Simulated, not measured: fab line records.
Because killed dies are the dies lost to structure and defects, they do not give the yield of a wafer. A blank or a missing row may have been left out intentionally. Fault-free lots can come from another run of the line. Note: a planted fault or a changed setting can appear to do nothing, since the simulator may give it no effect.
A single fault, viewed from 2 desks | flow gf180mcu | every desk sees just its own numbers, and what lay behind them comes last

== AT THE TOOL OWNER'S DESK: pvd_sputter-02 ==
The tool's own readings at GF_MIM_SPUTTER_08 (material AlCu, target thk 200 nm, time 10.6 s): means of the sampled wafers that have a number, for each lot that ran on this tool. Marked OUT: a lot whose mean sits more than 4 standard deviations from the usual mean, which makes it out of limits; the brackets give that distance.
Columns: A = throttle_valve_pct at GF_MIM_SPUTTER_08, usual 29.8 %
lot  | first seen here | A
L536 | day 27 07:14    | 29.4
L539 | day 28 02:17    | 29.7
This desk's verdict: no lot among the 2 shows anything out of limits.

== THE METROLOGY DESK ==
What the gauges read, lot by lot, whatever tool the lot ran on: means of the sampled wafers that have a number. Marked OUT: a lot whose mean sits more than 4 standard deviations from the usual mean, which makes it out of limits; the brackets give that distance.
Columns: A = V4_W_RS at GF_V4_RS_MEAS_24, usual 0.329 ohm/sq; B = V4_W_THK at GF_V4_THK_MEAS_25, usual 351 nm; C = MIM_CVD_05_THK at GF_MIM_THK_MEAS_06, usual 42.3 nm; D = MIM_ALCU_RS at GF_MIM_RS_MEAS_10, usual 0.1594 ohm/sq; E = MIM_ALCU_THK at GF_MIM_THK_MEAS_11, usual 200 nm; F = cd_nm at GF_M5_CD_MEAS_07, usual 280.0 nm; G = M5_OVL at GF_M5_OVL_MEAS_08, usual 3 nm
lot  | first seen here | A     | B   | C    | D      | E   | F     | G
L532 | day 25 19:14    | 0.329 | 359 | 42.0 | 0.1620 | 195 | 280.8 | 8
L534 | day 26 10:58    | 0.331 | 350 | 41.9 | 0.1596 | 202 | 278.9 | 6
L536 | day 27 06:19    | 0.327 | 350 | 42.0 | 0.1573 | 204 | 279.9 | 12
L539 | day 28 01:30    | 0.332 | 351 | 43.0 | 0.1594 | 200 | 277.3 | -6
L550 | day 31 03:30    | 0.329 | 349 | 42.7 | 0.1611 | 199 | 280.0 | -9
This desk's verdict: no lot among the 5 shows anything out of limits.

== TAKEN TOGETHER ==
Nothing out of limits was seen by the tool owner's desk.
Metrology desk: nothing out of limits seen.

== WHAT THE SIMULATOR HAD INSERTED ==
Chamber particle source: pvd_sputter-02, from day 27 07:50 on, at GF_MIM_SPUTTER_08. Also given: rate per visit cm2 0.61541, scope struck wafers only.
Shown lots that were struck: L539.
